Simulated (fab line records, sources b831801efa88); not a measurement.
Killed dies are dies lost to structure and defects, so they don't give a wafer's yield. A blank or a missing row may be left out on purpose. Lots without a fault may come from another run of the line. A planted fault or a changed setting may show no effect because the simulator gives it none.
Which tool did it? | flow sky130 | 6 lots, 18 wafers sampled, at 2 steps of a route of 708

WHAT THE GAUGES READ, wafer by wafer
SKY_VT_ADJUST_NCORE_CD_MEAS_07: target cd 380 nm.
lot  | measured     | on        | cd_nm (nm)
L112 | day 8 18:10  | cd_sem-02 | 383.0 380.9 383.0
L116 | day 10 02:13 | cd_sem-02 | 380.9 358.1 380.0
L123 | day 12 00:41 | cd_sem-02 | 380.0 381.0 382.2
L125 | day 12 23:31 | cd_sem-01 | 378.2 380.1 379.1
L128 | day 13 16:04 | cd_sem-02 | 380.1 381.1 380.0
L130 | day 14 02:08 | cd_sem-01 | 378.9 380.5 379.9

WHICH TOOL RAN EACH LOT (tool, then ch and the chambers of the sampled wafers, then the start)
lot  | SKY_VT_ADJUST_NCORE_EXPOSE_04
L112 | iline_stepper-02 ch 0, day 8 07:02
L116 | iline_stepper-01 ch 0, day 9 15:37
L123 | iline_stepper-02 ch 0, day 11 13:09
L125 | iline_stepper-01 ch 0, day 12 10:50
L128 | iline_stepper-02 ch 0, day 13 03:55
L130 | iline_stepper-02 ch 0, day 13 13:28
- SKY_VT_ADJUST_NCORE_EXPOSE_04: exposes mask LVTN COMPLEMENT THIN, target cd 380 nm.

THE ANSWER, worked out from the rows above alone
Rule: what is usual is taken from the lots themselves. Put in order of their means at a reading, lots are off if they are a third of the lots or fewer, leave a main group of 4 or more, and stand apart from it by a gap of 3 or more times the standard deviation of the main group's means; of several such gaps the widest counts. A main group whose means are all the same, to the digits that the tables above print for the reading, isn't used. A lot without any number at a reading at which 4 lots or more have one is off too. The other lots that the step has rows for count as sound.
Off: L116, at SKY_VT_ADJUST_NCORE_CD_MEAS_07 (cd_nm). The main group: mean 380.5 nm, standard deviation 1.1.
A tool fits if, at a process step before that reading, it ran every lot that is off, and no sound lot after the first of them. The gauges at SKY_VT_ADJUST_NCORE_CD_MEAS_07 are tried like those tools. None of those tried fits.

WHAT THE SIMULATOR HAD PUT IN
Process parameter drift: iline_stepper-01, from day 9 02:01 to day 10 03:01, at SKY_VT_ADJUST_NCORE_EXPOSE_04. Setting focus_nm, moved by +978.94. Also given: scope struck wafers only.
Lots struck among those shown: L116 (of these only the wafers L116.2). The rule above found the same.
